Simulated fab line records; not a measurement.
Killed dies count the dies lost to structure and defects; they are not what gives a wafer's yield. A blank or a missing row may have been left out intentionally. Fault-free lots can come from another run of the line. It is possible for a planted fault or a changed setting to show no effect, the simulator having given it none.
Problem report, 8D (eight disciplines) form, completed by code | flow sfq-line | the parts of the form that need people (team, actions taken, sign-off) are left out

1. THE PROBLEM
Wafers without a fault read 180.2 W, standard deviation 1.1; rf-fwd-power-W at SFQ_TRILAYER_A5C_DEP_PECVD_142 reads a mean of 150.7 W on 6 wafers belonging to 2 lots. Relative to the usual mean, that is a shift of -27 standard deviations.
The step: deposits SiO2 from SiH4/N2O, time 15.556 s, target thk 70 nm.
First observed at day 65 12:16: wafer L220.2, on pecvd-01. The record holds 39 wafers of 13 lots with a number at this step. Rule for "out" (also "out of limits"): further than 4 standard deviations from the usual mean. The rest of the wafers with a number are treated as sound.

2. WHAT IT IS, WHAT IT ISN'T
question                    | is                     | is not
which readings at this step | rf-fwd-power-W         | throttle-valve-pct
which lots                  | L220, L221             | L205, L206, L207, L208, L209, L210, L211, L212, L213, L222, L226
which wafers of those lots  | all that have a number | -
read on which tools         | pecvd-01               | pecvd-02, pecvd-04
when                        | from day 65 12:16      | up to then (27 sound wafers); but 6 sound wafers of L222, L226 came after

3. SUSPECTS, AND WHAT RULES EACH OUT
Counting: a tool stays on the suspect list if, at a process step up to the reading, it processed all lots that are out and no sound lot following the first of them.
- pecvd-03 at SFQ_TRILAYER_A5B_DEP_PECVD_129 (deposits SiO2 from SiH4/N2O, time 133.33 s, target thk 600 nm): ruled out as a lasting fault. Following L220 (day 59 20:58), the first lot on it that is out, the sound lots L226 were run on it.
- pecvd-01 at SFQ_TRILAYER_A5C_DEP_PECVD_142 (deposits SiO2 from SiH4/N2O, time 15.556 s, target thk 70 nm): kept. Every lot that is out went through it, starting with L220 (day 65 12:16), and after that it ran no sound lot; the last sound lot it ran before then is L212 (day 63 08:41). Its own readings are out on those wafers: rf-fwd-power-W.
The count leaves pecvd-01 at SFQ_TRILAYER_A5C_DEP_PECVD_142.

4. THE CAUSE (what the simulator had put in)
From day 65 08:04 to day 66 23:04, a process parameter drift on pecvd-01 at SFQ_TRILAYER_A5C_DEP_PECVD_142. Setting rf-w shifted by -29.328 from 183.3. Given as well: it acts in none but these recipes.
The count eliminated every tool but this one.

5. THE CHAIN OF EFFECTS, in route order
Each row: a reading whose mean over the struck wafers that have a number lies more than 3 standard deviations from the usual. Readings are gone through only where the record gives a usual standard deviation; hours: the median, over the lots, of the time from a lot's start at the first step in this table giving one to that lot's start at this step; sigmas: the change measured in usual standard deviations.
hours | step                           | reading          | usual   | on struck wafers | change | sigmas
0     | SFQ_TRILAYER_A5C_DEP_PECVD_142 | rf-fwd-power-W   | 180.2 W | 150.7            | -29.5  | -27
0     | SFQ_TRILAYER_A5C_DEP_PECVD_142 | showerhead-vpp-V | 833 V   | 759              | -74    | -3.1
Process steps it contains:
- SFQ_TRILAYER_A5C_DEP_PECVD_142: deposits SiO2 from SiH4/N2O, time 15.556 s, target thk 70 nm.

6. HOW IT WOULD HAVE BEEN CAUGHT EARLIER
First out-of-limits reading in this record: day 65 12:16, which is 4 hours after fault onset at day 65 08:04.
